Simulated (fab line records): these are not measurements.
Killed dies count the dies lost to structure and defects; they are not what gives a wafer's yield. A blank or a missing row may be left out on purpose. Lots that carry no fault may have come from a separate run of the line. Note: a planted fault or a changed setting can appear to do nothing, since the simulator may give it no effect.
What tool caused it? :: flow gf180mcu :: Sampling: 14 lots, 42 wafers, 5 of 602 route steps

== WHAT THE GAUGES READ, wafer by wafer ==
GF_V3_OVL_MEAS_15.
lot: L877
measured: day 22 06:14
on: overlay-01
V3_OVL (nm): 2 3 -2

lot: L878
measured: day 22 18:13
on: overlay-01
V3_OVL (nm): -7 0 -6

lot: L879
measured: day 22 19:38
on: overlay-02
V3_OVL (nm): -3 1 -1

lot: L881
measured: day 23 22:25
on: overlay-01
V3_OVL (nm): 4 0 -1

lot: L882
measured: day 24 12:01
on: overlay-02
V3_OVL (nm): 4 -1 3

lot: L883
measured: day 24 14:44
on: overlay-01
V3_OVL (nm): -3 1 2

lot: L886
measured: day 25 20:14
on: overlay-01
V3_OVL (nm): 16 4 12

lot: L889
measured: day 26 13:47
on: overlay-02
V3_OVL (nm): 9 0 10

lot: L890
measured: day 26 22:41
on: overlay-02
V3_OVL (nm): 10 8 11

lot: L891
measured: day 27 02:59
on: overlay-01
V3_OVL (nm): -1

lot: L892
measured: day 27 15:02
on: overlay-01
V3_OVL (nm): 9

lot: L897
measured: day 28 18:53
on: overlay-01
V3_OVL (nm): 6 7 5

lot: L899
measured: day 29 10:06
on: overlay-01
V3_OVL (nm): 3 0 6

lot: L900
measured: day 29 16:19
on: overlay-01
V3_OVL (nm): 3 -2 -8

== TOOL THAT RAN EACH LOT (tool first, then ch and the chambers of the sampled wafers, then the start) ==
lot: L877
GF_V2_CMP_04: cmp-02 ch 0,1,3, day 19 02:37
GF_V2_SPUTTER_22: pvd sputter-01, day 20 04:01
GF_M3_METAL_ETCH_16: rie metal-04 ch 0,1, day 21 04:55
GF_M3_STRIP_17: plasma asher-02 ch 0,1, day 21 05:03

lot: L878
GF_V2_CMP_04: cmp-01 ch 0,1,2, day 19 13:30
GF_V2_SPUTTER_22: pvd sputter-03, day 20 15:28
GF_M3_METAL_ETCH_16: rie metal-04 ch 0,1, day 21 16:50
GF_M3_STRIP_17: plasma asher-03 ch 0,1, day 21 16:58

lot: L879
GF_V2_CMP_04: cmp-01 ch 0,2,3, day 19 16:52
GF_V2_SPUTTER_22: pvd sputter-01, day 20 18:28
GF_M3_METAL_ETCH_16: rie metal-01 ch 0, day 21 19:05
GF_M3_STRIP_17: plasma asher-01 ch 0,1, day 21 19:21

lot: L881
GF_V2_CMP_04: cmp-02 ch 0,1, day 20 22:08
GF_V2_SPUTTER_22: pvd sputter-01, day 21 22:59
GF_M3_METAL_ETCH_16: rie metal-01 ch 0,1, day 22 23:02
GF_M3_STRIP_17: plasma asher-03 ch 0,1, day 22 23:10

lot: L882
GF_V2_CMP_04: cmp-02 ch 2,3, day 21 11:55
GF_V2_SPUTTER_22: pvd sputter-03, day 22 12:29
GF_M3_METAL_ETCH_16: rie metal-03 ch 0,1, day 23 12:14
GF_M3_STRIP_17: plasma asher-02 ch 0,1, day 23 12:21

lot: L883
GF_V2_CMP_04: cmp-01 ch 0,2,3, day 21 14:56
GF_V2_SPUTTER_22: pvd sputter-01, day 22 15:25
GF_M3_METAL_ETCH_16: rie metal-04 ch 0,1, day 23 15:22
GF_M3_STRIP_17: plasma asher-02 ch 0,1, day 23 15:30

lot: L886
GF_V2_CMP_04: cmp-01 ch 1,2, day 22 22:34
GF_V2_SPUTTER_22: pvd sputter-03, day 23 22:40
GF_M3_METAL_ETCH_16: rie metal-01 ch 0,1, day 24 21:22
GF_M3_STRIP_17: plasma asher-01 ch 0,1, day 24 21:29

lot: L889
GF_V2_CMP_04: cmp-01 ch 0,3, day 23 18:08
GF_V2_SPUTTER_22: pvd sputter-01, day 24 17:01
GF_M3_METAL_ETCH_16: rie metal-04 ch 0,1, day 25 15:08
GF_M3_STRIP_17: plasma asher-03 ch 0,1, day 25 15:15

lot: L890
GF_V2_CMP_04: cmp-02 ch 1,2, day 24 03:16
GF_V2_SPUTTER_22: pvd sputter-01, day 25 02:24
GF_M3_METAL_ETCH_16: rie metal-04 ch 0,1, day 26 00:20
GF_M3_STRIP_17: plasma asher-03 ch 0,1, day 26 00:28

lot: L891
GF_V2_CMP_04: cmp-01 ch 0,1,3, day 24 07:58
GF_V2_SPUTTER_22: pvd sputter-01, day 25 07:10
GF_M3_METAL_ETCH_16: rie metal-04 ch 0,1, day 26 05:23
GF_M3_STRIP_17: plasma asher-03 ch 0,1, day 26 05:30

lot: L892
GF_V2_CMP_04: cmp-02 ch 0,2,3, day 24 22:06
GF_V2_SPUTTER_22: pvd sputter-04, day 25 20:31
GF_M3_METAL_ETCH_16: rie metal-04 ch 0,1, day 26 17:37
GF_M3_STRIP_17: plasma asher-03 ch 0,1, day 26 17:45

lot: L897
GF_V2_CMP_04: cmp-02 ch 0,1,2, day 26 02:32
GF_V2_SPUTTER_22: pvd sputter-01, day 27 00:10
GF_M3_METAL_ETCH_16: rie metal-03 ch 0,1, day 27 21:50
GF_M3_STRIP_17: plasma asher-03 ch 0,1, day 27 21:57

lot: L899
GF_V2_CMP_04: cmp-01 ch 0,1,2, day 26 18:56
GF_V2_SPUTTER_22: pvd sputter-04, day 27 16:40
GF_M3_METAL_ETCH_16: rie metal-03 ch 0,1, day 28 13:37
GF_M3_STRIP_17: plasma asher-03 ch 0,1, day 28 13:45

lot: L900
GF_V2_CMP_04: cmp-02 ch 2,3, day 27 02:52
GF_V2_SPUTTER_22: pvd sputter-03, day 27 23:36
GF_M3_METAL_ETCH_16: rie metal-01 ch 0,1, day 28 20:05
GF_M3_STRIP_17: plasma asher-02 ch 0,1, day 28 20:12
- GF_V2_CMP_04: polishes SiO2.
- GF_V2_SPUTTER_22: material TiN, target thk 10 nm, time 40 s.
- GF_M3_METAL_ETCH_16: etches the open film in Cl2/BCl3, stops on SiO2, target depth 750.8 nm, time 125.1 s.
- GF_M3_STRIP_17: strips in O2/N2.

== WHAT THE TOOLS THEMSELVES READ (means of the sampled wafers that have a number; where no wafer has one, the mark that the record gives instead) ==
GF_V2_CMP_04.
lot: L877
tool: cmp-02
motor current A (A): 13.1
slurry filter dp kPa (kPa): 13.43
time to endpoint s (s): 84

lot: L878
tool: cmp-01
motor current A (A): 12.9
slurry filter dp kPa (kPa): 13.41
time to endpoint s (s): 74

lot: L879
tool: cmp-01
motor current A (A): 12.5
slurry filter dp kPa (kPa): 13.49
time to endpoint s (s): 82

lot: L881
tool: cmp-02
motor current A (A): 14.2
slurry filter dp kPa (kPa): 13.33
time to endpoint s (s): 87

lot: L882
tool: cmp-02
motor current A (A): 13.0
slurry filter dp kPa (kPa): 13.53
time to endpoint s (s): 84

lot: L883
tool: cmp-01
motor current A (A): 12.6
slurry filter dp kPa (kPa): 13.52
time to endpoint s (s): 77

lot: L886
tool: cmp-01
motor current A (A): 12.4
slurry filter dp kPa (kPa): 13.47
time to endpoint s (s): 78

lot: L889
tool: cmp-01
motor current A (A): 13.2
slurry filter dp kPa (kPa): 13.59
time to endpoint s (s): 73

lot: L890
tool: cmp-02
motor current A (A): 14.4
slurry filter dp kPa (kPa): 13.59
time to endpoint s (s): 77

lot: L891
tool: cmp-01
motor current A (A): 11.8
slurry filter dp kPa (kPa): 13.47
time to endpoint s (s): 83

lot: L892
tool: cmp-02
motor current A (A): 13.7
slurry filter dp kPa (kPa): 13.55
time to endpoint s (s): 84

lot: L897
tool: cmp-02
motor current A (A): 13.9
slurry filter dp kPa (kPa): 13.45
time to endpoint s (s): 83

lot: L899
tool: cmp-01
motor current A (A): 12.5
slurry filter dp kPa (kPa): 13.47
time to endpoint s (s): 79

lot: L900
tool: cmp-02
motor current A (A): 13.0
slurry filter dp kPa (kPa): 13.64
time to endpoint s (s): 83

GF_V2_SPUTTER_22.
lot: L877
tool: pvd sputter-01
chamber pressure pa (Pa): 5.008
throttle valve pct (%): 30.4

lot: L878
tool: pvd sputter-03
chamber pressure pa (Pa): 4.996
throttle valve pct (%): 29.6

lot: L879
tool: pvd sputter-01
chamber pressure pa (Pa): 5.002
throttle valve pct (%): 30.6

lot: L881
tool: pvd sputter-01
chamber pressure pa (Pa): 4.996
throttle valve pct (%): 29.9

lot: L882
tool: pvd sputter-03
chamber pressure pa (Pa): 5.000
throttle valve pct (%): 29.6

lot: L883
tool: pvd sputter-01
chamber pressure pa (Pa): 5.000
throttle valve pct (%): 30.1

lot: L886
tool: pvd sputter-03
chamber pressure pa (Pa): 4.998
throttle valve pct (%): 30.3

lot: L889
tool: pvd sputter-01
chamber pressure pa (Pa): 4.996
throttle valve pct (%): 30.4

lot: L890
tool: pvd sputter-01
chamber pressure pa (Pa): 5.004
throttle valve pct (%): 29.7

lot: L891
tool: pvd sputter-01
chamber pressure pa (Pa): 5.000
throttle valve pct (%): 29.9

lot: L892
tool: pvd sputter-04
chamber pressure pa (Pa): 4.989
throttle valve pct (%): 29.3

lot: L897
tool: pvd sputter-01
chamber pressure pa (Pa): 5.012
throttle valve pct (%): 30.4

lot: L899
tool: pvd sputter-04
chamber pressure pa (Pa): 5.003
throttle valve pct (%): 29.0

lot: L900
tool: pvd sputter-03
chamber pressure pa (Pa): 5.012
throttle valve pct (%): 29.2

GF_M3_METAL_ETCH_16.
lot: L877
tool: rie metal-04
drypump motor current A (A): 6.2
oes product au (a.u.): 0.988
throttle valve pct (%): 28.230

lot: L878
tool: rie metal-04
drypump motor current A (A): 6.4
oes product au (a.u.): 0.992
throttle valve pct (%): 28.224

lot: L879
tool: rie metal-01
drypump motor current A (A): 5.6
oes product au (a.u.): 0.991
throttle valve pct (%): 28.227

lot: L881
tool: rie metal-01
drypump motor current A (A): 5.4
oes product au (a.u.): 0.985
throttle valve pct (%): 28.232

lot: L882
tool: rie metal-03
drypump motor current A (A): 5.1
oes product au (a.u.): 0.996
throttle valve pct (%): 28.229

lot: L883
tool: rie metal-04
drypump motor current A (A): 6.4
oes product au (a.u.): 0.991
throttle valve pct (%): 28.229

lot: L886
tool: rie metal-01
drypump motor current A (A): 5.4
oes product au (a.u.): 0.990
throttle valve pct (%): 28.232

lot: L889
tool: rie metal-04
drypump motor current A (A): 6.2
oes product au (a.u.): 0.997
throttle valve pct (%): 28.232

lot: L890
tool: rie metal-04
drypump motor current A (A): 6.2
oes product au (a.u.): 0.995
throttle valve pct (%): 28.226

lot: L891
tool: rie metal-04
drypump motor current A (A): 6.4
oes product au (a.u.): 0.844
throttle valve pct (%): 28.394

lot: L892
tool: rie metal-04
drypump motor current A (A): 6.4
oes product au (a.u.): 0.840
throttle valve pct (%): 28.404

lot: L897
tool: rie metal-03
drypump motor current A (A): 5.3
oes product au (a.u.): 0.992
throttle valve pct (%): 28.227

lot: L899
tool: rie metal-03
drypump motor current A (A): 5.1
oes product au (a.u.): 0.991
throttle valve pct (%): 28.229

lot: L900
tool: rie metal-01
drypump motor current A (A): 5.5
oes product au (a.u.): 0.981
throttle valve pct (%): 28.233

GF_M3_STRIP_17.
lot: L877
tool: plasma asher-02
drypump motor current A (A): 5.9
heater power w (W): 320
n2 flow sccm (sccm): 300.1
oes product au (a.u.): 0.538
strip time to endpoint s (s): 7.41

lot: L878
tool: plasma asher-03
drypump motor current A (A): 5.6
heater power w (W): 334
n2 flow sccm (sccm): 299.4
oes product au (a.u.): 0.546
strip time to endpoint s (s): 7.41

lot: L879
tool: plasma asher-01
drypump motor current A (A): 5.9
heater power w (W): 353
n2 flow sccm (sccm): 299.8
oes product au (a.u.): 0.542
strip time to endpoint s (s): 7.37

lot: L881
tool: plasma asher-03
drypump motor current A (A): 5.6
heater power w (W): 329
n2 flow sccm (sccm): 300.1
oes product au (a.u.): 0.543
strip time to endpoint s (s): 7.45

lot: L882
tool: plasma asher-02
drypump motor current A (A): 5.7
heater power w (W): 328
n2 flow sccm (sccm): 299.8
oes product au (a.u.): 0.540
strip time to endpoint s (s): 7.39

lot: L883
tool: plasma asher-02
drypump motor current A (A): 5.7
heater power w (W): 331
n2 flow sccm (sccm): 299.7
oes product au (a.u.): 0.537
strip time to endpoint s (s): 7.41

lot: L886
tool: plasma asher-01
drypump motor current A (A): 5.8
heater power w (W): 328
n2 flow sccm (sccm): 300.1
oes product au (a.u.): 0.539
strip time to endpoint s (s): 7.38

lot: L889
tool: plasma asher-03
drypump motor current A (A): 5.3
heater power w (W): 335
n2 flow sccm (sccm): 299.7
oes product au (a.u.): 0.539
strip time to endpoint s (s): 7.36

lot: L890
tool: plasma asher-03
drypump motor current A (A): 5.6
heater power w (W): 333
n2 flow sccm (sccm): 299.2
oes product au (a.u.): 0.537
strip time to endpoint s (s): 7.33

lot: L891
tool: plasma asher-03
drypump motor current A (A): 5.3
heater power w (W): 330
n2 flow sccm (sccm): 300.6
oes product au (a.u.): 0.572
strip time to endpoint s (s): 8.20

lot: L892
tool: plasma asher-03
drypump motor current A (A): 5.6
heater power w (W): 333
n2 flow sccm (sccm): 299.3
oes product au (a.u.): 0.570
strip time to endpoint s (s): 8.15

lot: L897
tool: plasma asher-03
drypump motor current A (A): 5.6
heater power w (W): 332
n2 flow sccm (sccm): 300.5
oes product au (a.u.): 0.535
strip time to endpoint s (s): 7.33

lot: L899
tool: plasma asher-03
drypump motor current A (A): 5.6
heater power w (W): 336
n2 flow sccm (sccm): 300.5
oes product au (a.u.): 0.534
strip time to endpoint s (s): 7.38

lot: L900
tool: plasma asher-02
drypump motor current A (A): 5.9
heater power w (W): 319
n2 flow sccm (sccm): 299.5
oes product au (a.u.): 0.540
strip time to endpoint s (s): 7.42

== THE ANSWER, worked out from the rows above alone ==
Rule: usual is defined by the lots themselves. The widest of any qualifying gaps counts: lots, ordered by their means at a reading, are off when they make up no more than a third of the lots, leave a main group of 4 or more, and stand apart from it by 3 or more times the standard deviation of that group's means. The tables above print the reading to a certain number of digits; a main group whose means all agree to those digits is not used. A lot without any number at a reading at which 4 lots or more have one is off too. The other lots that the step has rows for count as sound. Order of review: gauges by route order, followed by the tools' own readings, for which a lot's mean as printed above is used. At the first step where some lot is off, the reading lying furthest off is the one used; lots without a number count as furthest.
Off at GF_M3_METAL_ETCH_16 (throttle valve pct): L891, L892. Main group: mean 28.229 %, sd 0.0027.
A tool fits if, at that step or a process step before it, it ran every lot that is off, and no sound lot after the first of them. One candidate fits, namely rie metal-04 at GF_M3_METAL_ETCH_16. A fault onset in the window from L890 (day 26 00:20, its last sound lot) to L891 (day 26 05:23, its first lot off) fits.
The tool's own readings at GF_M3_METAL_ETCH_16 bear it out: on the lots that are off they differ by more than 5 times the standard deviation of the sound lots' means. oes product au reads 0.842 a.u. there against 0.991 a.u. on the sound lots; throttle valve pct reads 28.399 % there against 28.229 % on the sound lots.

== WHAT HAD BEEN PUT IN BY THE SIMULATOR ==
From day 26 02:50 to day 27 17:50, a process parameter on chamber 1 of rie metal-04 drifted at GF_M3_METAL_ETCH_16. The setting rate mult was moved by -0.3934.
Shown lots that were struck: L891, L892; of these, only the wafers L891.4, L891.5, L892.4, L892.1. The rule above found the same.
